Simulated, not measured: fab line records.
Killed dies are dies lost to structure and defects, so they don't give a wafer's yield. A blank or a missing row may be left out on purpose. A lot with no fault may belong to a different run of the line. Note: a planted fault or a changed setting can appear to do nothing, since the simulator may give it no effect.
fab line records	flow sky130
record: lots: 5	wafers: 15	last_day: 49
route steps=708 shown GATE_OXIDE@192 POLY_GATE@204 RES_PROTECT@207 METAL3@565 PAD_OPEN@708
lots untouched by any fault: they come from a run of this same line in which no faults occurred
start_h: hours from the record's opening day to when the first of the lot's shown wafers began	wait_h: hours since the lot's step before	" the same as in the row above	L1.1+2: a single row standing in for several wafers	- either no value or no given start	* or withheld: withheld	< > ~ a bound
route shown NAME@n: NAME is a module with steps in the file, n the number in the route of the first one	usual: mean/standard deviation of fault-free wafers	same: alike in all rows	chamber/n: place in a boat	sites: each site's reading	_std_site: the values' standard deviation	_edge_site: the outer-site mean with the inner-site mean subtracted	radius_mm: for every site, how far away it sits from the centre of the wafer	mask NAME#n: copy n	behind: the most recent tool/chamber to have shaped the wafer	hold: reason for holding the lot/hours on hold/outcome of the hold	device: transistor that didn't switch, given as n, p or np	end of line: the tests these same wafers got at the end of their route	for a step that has no rows: nothing shown but its recipe	killed: dies that structure and defects cost at the first sort, which is not the same as the wafer's yield	map: a wafer's dies, x killed, . not, _ none there
set.NAME: the run value of the setting; set.NAME@STEP: its run value at that earlier step	model.NAME: the simulator's own value behind a step, which no gauge read
lots at some steps of the route; a table a step, a row a wafer
services: from which hour (start_h, from the record's first day; less than 0 if before it) a tool's chamber was out of use, for how many hours, and why
== steps ==
step: SKY_GATE_OXIDE_COAT_05
recipe: resist: NOVOLAK	spin_rpm: 3000	resist_thk_nm: 1140
step: SKY_GATE_OXIDE_SOFTBAKE_06
recipe: temp_c: 90	time_s: 60	resist: NOVOLAK
step: SKY_GATE_OXIDE_EXPOSE_07
recipe: mask_id: LVOM	na: 0.6	source_shape: conventional	sigma_outer: 0.6	polarization: unpolarized	target_cd_nm: 600	dose_mj: 170
step: SKY_GATE_OXIDE_PEB_08
recipe: temp_c: withheld	time_s: *	resist: NOVOLAK
step: SKY_GATE_OXIDE_DEVELOP_09
recipe: resist: NOVOLAK	developer: TMAH	develop_time_s: 60	dev_temp_c: 23
step: SKY_GATE_OXIDE_IMPLANT_11
recipe: species: B	energy_kev: 10	dose_cm2: 2.6e+12	tilt_deg: withheld
step: SKY_GATE_OXIDE_WET_ETCH_12
recipe: chemistry: dHF	target_depth_nm: 16.8	dry: n2_spin	target: SiO2	dilution: 100:1	temp_c: 25	time_s: 336
step: SKY_GATE_OXIDE_STRIP_13
recipe: chemistry: O2/N2	power_w: 1400	pressure_mtorr: 1500	platen_temp_c: withheld	o2_flow_sccm: 3000	n2_flow_sccm: 300	overash_fraction: 0.5
step: SKY_GATE_OXIDE_CLEAN_15
recipe: chemistry: SC1/SC2	mix: 1:4:20	temp_c: 70	time_s: 150	dry: n2_spin
step: SKY_GATE_OXIDE_OXIDATION_16
recipe: temp_c: 800	ambient: O2	idle_temp_c: 700	ramp_up_c_per_min: 10	ramp_down_c_per_min: 3	stabilise_s: 600	purge_s: 300	target_thk_a: 35.7	ox_time_s: 1915
step: SKY_POLY_GATE_CVD_00
recipe: material: poly-Si	target_thk_nm: 180	temp_c: 620	time_s: 720	pressure_mtorr: 200
usual: spike_tc_bottom_C: 639.4/1.1	spike_tc_centre_C: 621.9/1.3	spike_tc_lower_C: 621.7/1.1	spike_tc_top_C: 636.3/1.7	spike_tc_upper_C: 620.7/1.6
lot.wafer	tool	chamber	start_h	wait_h	spike_tc_bottom_C	spike_tc_centre_C	spike_tc_lower_C	spike_tc_top_C	spike_tc_upper_C	model.poly-Si_of_POLY_GATE_CVD_00.thk_nm
L575.1	lpcvd-01	0	381.39	0.0	635.0	615.9	616.6	629.5	614.5	158.1
L575.5	"	0	"	"	634.2	615.0	615.4	629.7	617.2	156.4
L575.6	"	0	"	"	633.7	615.3	615.6	628.2	616.7	157.7
L576.2	lpcvd-01	1	392.50	0.0	634.8	616.0	616.9	632.2	613.2	156.1
L576.3	"	1	"	"	634.6	615.1	617.3	630.3	613.3	157.2
L576.6	"	1	"	"	632.6	617.4	613.4	632.0	611.8	156.2
L577.1	lpcvd-01	1	400.06	0.0	633.7	616.8	615.2	632.2	611.4	155.2
L577.5	"	1	"	"	631.5	617.6	616.8	632.3	613.8	152.6
L577.6	"	1	"	"	632.8	616.3	615.2	633.2	612.6	153.2
L583.1	lpcvd-01	0	454.36	0.0	639.2	620.0	621.2	633.8	621.7	178.2
L583.3	"	0	"	"	640.4	621.9	623.0	635.3	621.7	179.2
L583.5	"	0	"	"	638.6	620.9	622.6	633.6	623.5	178.7
L585.2	lpcvd-01	0	473.37	0.0	640.7	621.2	621.6	633.3	622.2	178.9
L585.3	"	0	"	"	641.0	620.8	620.2	635.3	622.3	179.4
L585.4	"	0	"	"	639.7	621.2	619.9	633.9	621.0	180
step: SKY_POLY_GATE_THK_MEAS_01
recipe: reads: poly-Si_of_POLY_GATE_CVD_00
usual: POLY_GATE_CVD_00_THK: 179.1/1.6
lot.wafer	tool	chamber	start_h	wait_h	hold	POLY_GATE_CVD_00_THK[nm]
L575.1	film_metro-01	-	382.59	0.0	await_dispo/0.2h/release	158.0
L575.5	"	-	"	"	await_dispo/0.2h/release	156.4
L575.6	"	-	"	"	await_dispo/0.2h/release	157.7
L575.1	film_metro-01	-	382.81	0.2	-	158.2
L575.5	"	-	"	"	-	156.3
L575.6	"	-	"	"	-	157.8
L576.2	film_metro-01	-	394.31	0.0	await_dispo/0.2h/release	155.9
L576.3	"	-	"	"	await_dispo/0.2h/release	157.2
L576.6	"	-	"	"	await_dispo/0.2h/release	156.2
L576.2	film_metro-01	-	394.54	0.2	-	156.0
L576.3	"	-	"	"	-	157.2
L576.6	"	-	"	"	-	156.3
L577.1	film_metro-02	-	401.26	0.0	await_dispo/0.2h/release	155.2
L577.5	"	-	"	"	await_dispo/0.2h/release	152.6
L577.6	"	-	"	"	await_dispo/0.2h/release	153.2
L577.1	film_metro-02	-	401.49	0.2	-	155.2
L577.5	"	-	"	"	-	152.5
L577.6	"	-	"	"	-	153.2
L583.1	film_metro-02	-	456.16	0.0	-	178.2
L583.3	"	-	"	"	-	179.1
L583.5	"	-	"	"	-	178.7
L585.2	film_metro-01	-	475.18	0.0	-	178.7
L585.3	"	-	"	"	-	179.4
L585.4	"	-	"	"	-	180.0
step: SKY_RES_PROTECT_HMDS_01
recipe: prime_time_s: 60	prime_temp_c: 120
step: SKY_RES_PROTECT_COAT_02
recipe: resist: NOVOLAK	spin_rpm: 3000	resist_thk_nm: 1140
step: SKY_RES_PROTECT_SOFTBAKE_03
recipe: temp_c: 90	time_s: 60	resist: NOVOLAK
step: SKY_RES_PROTECT_EXPOSE_04
recipe: mask_id: RPM	na: 0.6	source_shape: conventional	sigma_outer: 0.6	polarization: unpolarized	target_cd_nm: 1270	dose_mj: 131
step: SKY_RES_PROTECT_PEB_05
recipe: temp_c: withheld	time_s: *	resist: NOVOLAK
step: SKY_RES_PROTECT_DEVELOP_06
recipe: resist: NOVOLAK	developer: TMAH	develop_time_s: 60	dev_temp_c: 23
step: SKY_POLY_GATE_IMPLANT_02
recipe: species: P	energy_kev: 30	dose_cm2: 7.7e+15	tilt_deg: 0
step: SKY_RES_PROTECT_STRIP_07
recipe: chemistry: O2/N2	power_w: 1400	pressure_mtorr: 1500	platen_temp_c: withheld	o2_flow_sccm: 3000	n2_flow_sccm: 300	overash_fraction: 0.5
step: SKY_RES_PROTECT_CLEAN_09
recipe: chemistry: SC1/SC2	mix: 1:4:20	temp_c: 70	time_s: 150	dry: n2_spin
lot.wafer	tool	chamber	start_h	wait_h	model.poly-Si_of_POLY_GATE_CVD_00.thk_nm
L575.1	wet_bench-03	2	411.81	0.1	157.5
L575.5	"	2	"	"	155.7
L575.6	"	2	"	"	157.1
L576.2	wet_bench-02	3	423.61	0.0	155.4
L576.3	"	3	"	"	156.6
L576.6	"	3	"	"	155.6
L577.1	wet_bench-03	2	431.20	0.1	154.6
L577.5	"	2	"	"	151.9
L577.6	"	2	"	"	152.6
L583.1	wet_bench-04	0	487.50	0.1	177.6
L583.3	"	0	"	"	178.6
L583.5	"	0	"	"	178
L585.2	wet_bench-02	1	505.56	0.0	178.2
L585.3	"	1	"	"	178.7
L585.4	"	1	"	"	179.4
step: SKY_POLY_GATE_CVD_03
recipe: material: Si3N4	precursor: DCS/NH3	target_thk_nm: 75	temp_c: 770	time_s: 1290	pressure_mtorr: 250
step: SKY_POLY_GATE_DEHYDRATE_05
recipe: temp_c: 200	time_s: 60
step: SKY_POLY_GATE_HMDS_06
recipe: prime_time_s: 60	prime_temp_c: 120
step: SKY_POLY_GATE_COAT_07
recipe: resist: BARC	temp_c: withheld	time_s: withheld	spin_rpm: 3000	resist_thk_nm: 110
step: SKY_POLY_GATE_COAT_08
recipe: resist: KrF-thick	spin_rpm: 3000	resist_thk_nm: 450
step: SKY_POLY_GATE_SOFTBAKE_09
recipe: temp_c: 100	time_s: 90	resist: KrF-thick
step: SKY_POLY_GATE_EXPOSE_10
recipe: mask_id: P1M	na: 0.68	source_shape: conventional	sigma_outer: 0.6	target_cd_nm: 150	dose_mj: 28
step: SKY_POLY_GATE_PEB_11
recipe: peb_temp_c: withheld	peb_time_s: withheld	resist: KrF-thick
step: SKY_POLY_GATE_DEVELOP_12
recipe: develop_time_s: 60	resist: KrF-thick	dev_temp_c: 21
step: SKY_POLY_GATE_ETCH_15
recipe: chemistry: N2/H2	target: BARC	ion_energy_ev: 200	source_w: 500	bias_w: 100	pressure_mtorr: 30	n2_flow_sccm: 100	h2_flow_sccm: 200	stop_on: SiO2	time_s: 118.5	target_depth_a: 1100
step: SKY_POLY_GATE_ETCH_16
recipe: stop_on: poly-Si	chemistry: CH3F/O2	target: Si3N4	source_w: 400	bias_w: 80	pressure_mtorr: 25	ch3f_flow_sccm: 40	O2_flow_sccm: 30	time_s: 147.5	target_depth_a: 750
step: SKY_POLY_GATE_ETCH_17
recipe: target_depth_nm: 180	stop_on: SiO2	over_etch_frac: 0.56667	chemistry: HBr/Cl2	target: poly-Si	icp_w: 400	bias_w: 100	pressure_mtorr: 10	HBr_flow_sccm: 150	Cl2_flow_sccm: 50	time_s: 70.5
usual: drypump_motor_current_A: 5.5/0.53	oes_product_au: 0.985/0.007	throttle_valve_pct: 33.684/0.01
lot.wafer	tool	chamber	start_h	wait_h	drypump_motor_current_A	oes_product_au	rf_hours_counter_h	throttle_valve_pct	model.etch.depth_nm	model.POLY_GATE.feature_depth_nm
L575.1	rie_si-01	0	443.67	0.0	5.0	0.900	1	33.669	157.5	157.5
L575.5	"	2	"	"	5.1	0.908	-	33.707	155.7	155.7
L575.6	"	3	"	"	5.3	0.903	-	33.686	157.1	157.1
L576.2	rie_si-01	1	457.02	0.0	5.0	0.894	7	33.678	155.4	155.4
L576.3	"	2	"	"	5.1	0.901	40	33.683	156.6	156.6
L576.6	"	3	"	"	5.3	0.896	-	33.689	155.6	155.6
L577.1	rie_si-01	0	463.82	0.0	5.0	0.894	2	33.690	154.6	154.6
L577.5	"	3	"	"	5.3	0.878	-	33.688	151.9	151.9
L577.6	"	2	"	"	5.1	0.884	-	33.702	152.6	152.6
L583.1	rie_si-02	2	519.81	0.0	6.0	0.990	3	33.694	177.6	177.6
L583.3	"	1	"	"	6.2	0.984	2	33.680	178.6	178.6
L583.5	"	1	"	"	6.2	0.975	-	33.688	178	178
L585.2	rie_si-02	2	538.26	0.0	6.0	0.978	3	33.683	178.2	178.2
L585.3	"	3	"	"	6.2	0.982	46	33.694	178.7	178.7
L585.4	"	3	"	"	6.2	0.982	-	33.696	179.4	179.4
step: SKY_POLY_GATE_STRIP_18
recipe: chemistry: O2/N2	power_w: 1400	pressure_mtorr: 1500	platen_temp_c: withheld	o2_flow_sccm: 3000	n2_flow_sccm: 300	overash_fraction: 0.5
step: SKY_POLY_GATE_CLEAN_19
recipe: chemistry: SC1/SC2	mix: 1:4:20	temp_c: 70	time_s: 150	dry: n2_spin
step: SKY_METAL3_DESCUM_15
recipe: chemistry: O2	source_power_w: 150	bias_power_w: 0	pressure_mtorr: 10	temp_c: 40	time_s: 8
usual: drypump_motor_current_A: 5.5/0.47	oes_product_au: 1.000/0.007
same: bias_power_w: 0
lot.wafer	tool	chamber	start_h	wait_h	drypump_motor_current_A	oes_product_au	rf_hours_counter_h	model.METAL3.cd_nm
L575.1	rie_metal-03	0	963.86	0.0	5.2	0.999	14	299.9
L575.5	"	1	"	"	6.3	1.006	-	300.4
L575.6	"	0	"	"	5.2	0.993	-	301.3
L576.2	rie_metal-02	0	980.93	0.0	5.4	0.995	1	313.6
L576.3	"	0	"	"	5.4	1.003	-	313.7
L576.6	"	1	"	"	4.8	1.007	-	313.9
L577.1	rie_metal-03	0	981.49	0.0	5.2	1.002	15	299.2
L577.5	"	1	"	"	6.2	1.002	-	300.6
L577.6	"	0	"	"	5.2	0.998	-	301
L583.1	rie_metal-01	0	1022.86	0.0	5.5	1.000	15	301.4
L583.3	"	1	"	"	5.4	1.008	-	300.4
L583.5	"	0	"	"	5.5	1.010	-	300.4
L585.2	rie_metal-03	1	1036.63	0.0	6.2	1.009	22	299.9
L585.3	"	0	"	"	5.2	1.000	-	301.7
L585.4	"	1	"	"	6.3	1.015	-	301.9
step: SKY_METAL3_METAL_ETCH_18
recipe: target_depth_a: 8450	stop_on: SiO2	over_etch_frac: 0.3	time_s: 183.1	chemistry: Cl2/BCl3	resist_sidewall_deg: 88	pressure_mtorr: 10	icp_w: 900	bias_w: 48.5	Cl2_flow_sccm: 60	bcl3_flow_sccm: 30
usual: drypump_motor_current_A: 5.4/0.45	oes_product_au: 0.867/0.0056	throttle_valve_pct: 22.264/0.0086
lot.wafer	tool	chamber	start_h	wait_h	drypump_motor_current_A	oes_product_au	rf_hours_counter_h	throttle_valve_pct	model.METAL3.cd_nm
L575.1	rie_metal-01	1	964.01	0.0	5.3	0.865	10	22.275	295.4
L575.5	"	0	"	"	5.5	0.865	-	22.264	303.2
L575.6	"	1	"	"	5.4	0.860	-	22.259	297.8
L576.2	rie_metal-03	1	981.08	0.0	6.2	0.868	18	22.261	312.7
L576.3	"	1	"	"	6.2	0.864	-	22.255	314.2
L576.6	"	0	"	"	5.2	0.869	-	22.273	307.4
L577.1	rie_metal-02	1	981.64	0.0	4.8	0.864	20	22.262	295.7
L577.5	"	0	"	"	5.4	0.866	-	22.274	300.3
L577.6	"	1	"	"	4.8	0.867	-	22.270	301.9
L583.1	rie_metal-02	0	1023.01	0.0	5.4	0.862	4	22.265	301.4
L583.3	"	0	"	"	5.4	0.867	-	22.265	302.8
L583.5	"	0	"	"	5.4	0.864	-	22.267	301.1
L585.2	rie_metal-01	0	1036.78	0.0	5.5	0.873	16	22.275	302.6
L585.3	"	1	"	"	5.4	0.874	-	22.260	297.6
L585.4	"	0	"	"	5.5	0.868	-	22.268	307.1
step: SKY_PAD_OPEN_PROBE_99
usual: killed_at_M0_to_M3: 43/7	killed_at_M4_up: 3.1/2	killed_at_contacts: 24/5.3	killed_at_front_end: 15/4.2	killed_at_other: 0.4/0.66	killed_dies: 86/9.5	killed_on_rim: 17/3.9	killed_open: 47/7.4	killed_short: 38/6.2
same: gross_dies: 492	killed_at_back_side: 0
lot.wafer	tool	chamber	start_h	wait_h	killed_at_M0_to_M3	killed_at_M4_up	killed_at_contacts	killed_at_front_end	killed_at_other	killed_dies	killed_on_rim	killed_open	killed_short	model.etest.res_high_po.line_ohm_um	model.etest.res_poly.line_ohm_um	model.etest.res_high_po.rs_ohm_sq	model.etest.res_poly.rs_ohm_sq	model.etest.cap_li_to_poly.c_af_um2	model.etest.met3.width_nm	model.etest.met3.line_ohm_um
L575.1	prober-02	-	1126.93	0.1	36	1	21	13	0	71	14	37	34	865.2	595	301.9	56.3	93.39	295.5	0.1457
L575.5	prober-02	-	1127.13	0.2	48	2	17	19	0	86	11	44	42	862.6	582.1	305.6	56.87	93.07	305.4	0.1403
L575.6	prober-02	-	1127.18	0.2	37	2	30	13	0	82	12	50	32	847.4	576	291.7	54.48	89.8	296.5	0.1469
L576.2	prober-01	-	1135.40	0.1	58	2	21	10	1	92	17	49	43	870.7	587.7	304.3	55.93	89.64	311.1	0.1375
L576.3	prober-01	-	1135.45	0.2	38	2	20	13	0	73	11	36	37	867	588.1	301.4	55.96	90.29	313	0.1371
L576.6	prober-01	-	1135.60	0.2	44	1	31	18	1	95	19	49	46	862.5	576.1	304.3	56.26	93.21	308.1	0.1375
L577.1	prober-02	-	1139.55	0.1	40	1	25	16	0	82	15	49	33	848.2	589.2	299.2	55.86	91.82	297.1	0.1443
L577.5	prober-02	-	1139.75	0.2	47	4	29	19	0	99	21	52	47	841.9	574.3	297.5	55.63	90.68	300.4	0.1409
L577.6	prober-02	-	1139.80	0.2	43	3	31	15	1	93	16	51	42	860.7	582.1	301.7	56.02	91.91	302.9	0.1427
L583.1	prober-01	-	1172.35	0.1	36	3	26	20	0	85	18	53	32	752.9	509.1	260.8	48.52	93.9	301.1	0.1414
L583.3	prober-01	-	1172.45	0.2	53	1	22	15	0	91	20	45	46	778.4	529	267.7	49.45	96.59	302	0.1442
L583.5	prober-01	-	1172.55	0.2	49	2	21	16	0	88	24	49	39	755.1	510.2	263.2	48.55	96.25	301.8	0.1427
L585.2	prober-01	-	1181.77	0.1	42	3	23	17	1	86	14	42	43	744.9	514.1	258.7	48.59	97.08	303.5	0.1404
L585.3	prober-01	-	1181.82	0.2	45	6	31	22	0	104	23	60	44	756.5	535	261.6	48.69	97.46	300.1	0.1429
L585.4	prober-01	-	1181.87	0.2	45	3	26	15	1	90	21	56	34	763.9	548.5	263.2	48.97	97.55	305.2	0.1382
killed by level:class
L575.1 VIA1:geometric_particle:open=9 CONTACT:geometric_particle:open=7 METAL1:geometric_particle:short=7 CONTACT:geometric_particle:short=5 VIA2:geometric_particle:open=5 VIA3:geometric_particle:open=5 LOCAL_INTERCONNECT:geometric_particle:short=4 FIELD_ISO:geometric_particle:open=3
L575.5 VIA1:geometric_particle:open=9 VIA3:geometric_particle:open=8 METAL2:geometric_particle:short=8 FIELD_ISO:geometric_particle:short=6 VIA1:geometric_particle:short=6 VIA2:geometric_particle:open=6 POLY_GATE:geometric_particle:open=4 LI_CONTACT:geometric_particle:open=4
L575.6 CONTACT:geometric_particle:open=15 VIA3:geometric_particle:open=10 LI_CONTACT:geometric_particle:open=7 FIELD_ISO:geometric_particle:short=5 VIA1:geometric_particle:short=5 VIA2:geometric_particle:open=5 METAL1:geometric_particle:short=4 METAL2:geometric_particle:short=4
L576.2 VIA1:geometric_particle:open=18 METAL1:geometric_particle:short=10 METAL2:geometric_particle:short=9 LI_CONTACT:geometric_particle:open=7 VIA2:geometric_particle:open=6 CONTACT:geometric_particle:open=5 CONTACT:geometric_particle:short=5 METAL3:geometric_particle:short=4
L576.3 LI_CONTACT:geometric_particle:open=10 METAL1:geometric_particle:short=9 VIA1:geometric_particle:open=6 CONTACT:geometric_particle:open=5 VIA1:geometric_particle:short=5 METAL2:geometric_particle:short=5 VIA2:geometric_particle:open=5 POLY_GATE:geometric_particle:short=4
L576.6 LI_CONTACT:geometric_particle:open=13 VIA1:geometric_particle:open=9 VIA1:geometric_particle:short=8 METAL2:geometric_particle:short=7 FIELD_ISO:geometric_particle:open=6 CONTACT:geometric_particle:open=6 LI_CONTACT:geometric_particle:short=5 METAL1:geometric_particle:short=5
L577.1 CONTACT:geometric_particle:open=10 VIA3:geometric_particle:open=8 VIA2:geometric_particle:open=8 FIELD_ISO:geometric_particle:open=6 CONTACT:geometric_particle:short=6 VIA1:geometric_particle:open=6 VIA3:geometric_particle:short=5 FIELD_ISO:geometric_particle:short=4
L577.5 METAL2:geometric_particle:short=13 LI_CONTACT:geometric_particle:open=9 CONTACT:geometric_particle:open=9 VIA1:geometric_particle:open=9 CONTACT:geometric_particle:short=8 VIA2:geometric_particle:open=8 POLY_GATE:geometric_particle:short=5 FIELD_ISO:geometric_particle:open=4
L577.6 METAL1:geometric_particle:short=11 CONTACT:geometric_particle:open=9 VIA1:geometric_particle:open=9 LI_CONTACT:geometric_particle:open=8 LOCAL_INTERCONNECT:geometric_particle:short=7 VIA3:geometric_particle:open=6 FIELD_ISO:geometric_particle:open=5 POLY_GATE:geometric_particle:open=4
L583.1 VIA1:geometric_particle:open=16 LI_CONTACT:geometric_particle:open=12 FIELD_ISO:geometric_particle:open=7 CONTACT:geometric_particle:open=7 LOCAL_INTERCONNECT:geometric_particle:short=5 VIA1:geometric_particle:short=5 FIELD_ISO:geometric_particle:short=3 POLY_GATE:geometric_particle:short=3
L583.3 VIA1:geometric_particle:open=10 VIA2:geometric_particle:open=9 METAL3:geometric_particle:short=8 LI_CONTACT:geometric_particle:open=7 CONTACT:geometric_particle:short=7 METAL1:geometric_particle:short=7 VIA3:geometric_particle:short=5 VIA3:geometric_particle:open=5
L583.5 VIA1:geometric_particle:open=15 FIELD_ISO:geometric_particle:open=8 LI_CONTACT:geometric_particle:open=8 CONTACT:geometric_particle:open=8 METAL1:geometric_particle:short=7 VIA1:geometric_particle:short=6 METAL2:geometric_particle:short=6 VIA2:geometric_particle:open=6
L585.2 VIA1:geometric_particle:open=12 CONTACT:geometric_particle:open=10 METAL2:geometric_particle:short=10 LI_CONTACT:geometric_particle:open=6 POLY_GATE:geometric_particle:short=5 FIELD_ISO:geometric_particle:short=4 LI_CONTACT:geometric_particle:short=4 VIA1:geometric_particle:short=4
L585.3 VIA1:geometric_particle:open=12 LI_CONTACT:geometric_particle:open=12 CONTACT:geometric_particle:open=9 METAL1:geometric_particle:short=7 VIA3:geometric_particle:open=7 FIELD_ISO:geometric_particle:short=6 FIELD_ISO:geometric_particle:open=5 CONTACT:geometric_particle:short=5
L585.4 VIA1:geometric_particle:open=12 CONTACT:geometric_particle:open=10 METAL2:geometric_particle:short=7 LI_CONTACT:geometric_particle:open=6 VIA3:geometric_particle:open=6 FIELD_ISO:geometric_particle:open=5 LOCAL_INTERCONNECT:geometric_particle:short=5 VIA2:geometric_particle:open=5
== services ==
tool	chamber	start_h	hours	kind
rie_metal-03	1	369.00	5.0	repair
lpcvd-01	-	456.16	0.8	pm
rie_si-01	-	493.46	2.8	pm
rie_metal-03	-	511.79	0.2	repair
rie_metal-01	-	598.42	1.4	pm
rie_si-01	3	600.24	20.5	repair
rie_metal-02	0	664.45	26.6	repair
rie_si-01	-	664.57	0.8	repair
rie_metal-01	-	720.72	0.9	repair
rie_metal-03	-	739.32	0.2	repair
rie_metal-01	1	761.54	16.6	repair
rie_metal-03	1	788.59	12.4	repair
rie_si-01	0	805.96	84.3	repair
rie_metal-01	0	861.09	6.1	repair
rie_metal-02	-	871.95	1.4	pm
rie_metal-02	1	908.73	5.3	repair
rie_metal-02	-	911.45	2.8	pm
rie_metal-01	1	920.42	2.7	repair
rie_si-01	3	924.56	5.3	repair
lpcvd-01	-	938.01	4.3	pm
rie_metal-03	-	974.93	0.3	repair
rie_metal-01	-	975.51	2.8	pm
rie_metal-01	-	1007.54	14.6	pm
rie_si-01	-	1024.35	15.6	pm
== key ==
first_sign: step: SKY_POLY_GATE_CVD_00	reading: spike_tc_lower_C	direction: down	sigmas: 5.4	usual: 621.7	struck: 615.8
effect: step: SKY_POLY_GATE_CVD_00	reading: spike_tc_bottom_C	direction: down	sigmas: 5.3	usual: 639.4	struck: 633.7
effect: step: SKY_POLY_GATE_THK_MEAS_01	reading: visit	direction: added
effect: step: SKY_POLY_GATE_THK_MEAS_01	reading: POLY_GATE_CVD_00_THK	direction: down	sigmas: 14	usual: 179.1	struck: 155.8
effect: step: SKY_POLY_GATE_ETCH_17	reading: oes_product_au	direction: down	sigmas: 13	usual: 0.985	struck: 0.895
model_effect: step: SKY_POLY_GATE_CVD_00	value: poly-Si_of_POLY_GATE_CVD_00.thk_nm	without: 180	struck: 155.9
model_effect: step: SKY_RES_PROTECT_CLEAN_09	value: poly-Si_of_POLY_GATE_CVD_00.thk_nm	without: 179.3	struck: 155.2
model_effect: step: SKY_POLY_GATE_ETCH_17	value: etch.depth_nm	without: 179.2	struck: 155.2
model_effect: step: SKY_METAL3_DESCUM_15	value: METAL3.cd_nm	without: 299.9	struck: 304.8
model_effect: step: SKY_METAL3_METAL_ETCH_18	value: METAL3.cd_nm	without: 298.2	struck: 303.2
model_effect: step: SKY_PAD_OPEN_PROBE_99	value: etest.res_high_po.line_ohm_um	without: 754.2	struck: 858.5
met_at SKY_POLY_GATE_CVD_00
struck_wafers L575.1,L575.5,L575.6,L576.2,L576.3,L576.6,L577.1,L577.5,L577.6
tester_left_out L575,L576,L577
loop_trim: step: SKY_METAL3_EXPOSE_10	setting: dose	lots: L576
fault: kind: process_parameter_drift	tool: lpcvd-01	chamber: -	onset_h: 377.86	steps: SKY_POLY_GATE_CVD_00	channel: temp_c	offset: *	shape: step	end_h: 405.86	stated: *
tester_left_out: of these lots the tester's yield and bins aren't shown, on N5 and GAA mostly nor the transistor test; their killed dies are dies lost to structure and defects alone, not to doping, threshold or leakage, so they don't give the yield
loop_trim: a control loop set the setting to another value than it would have without faults
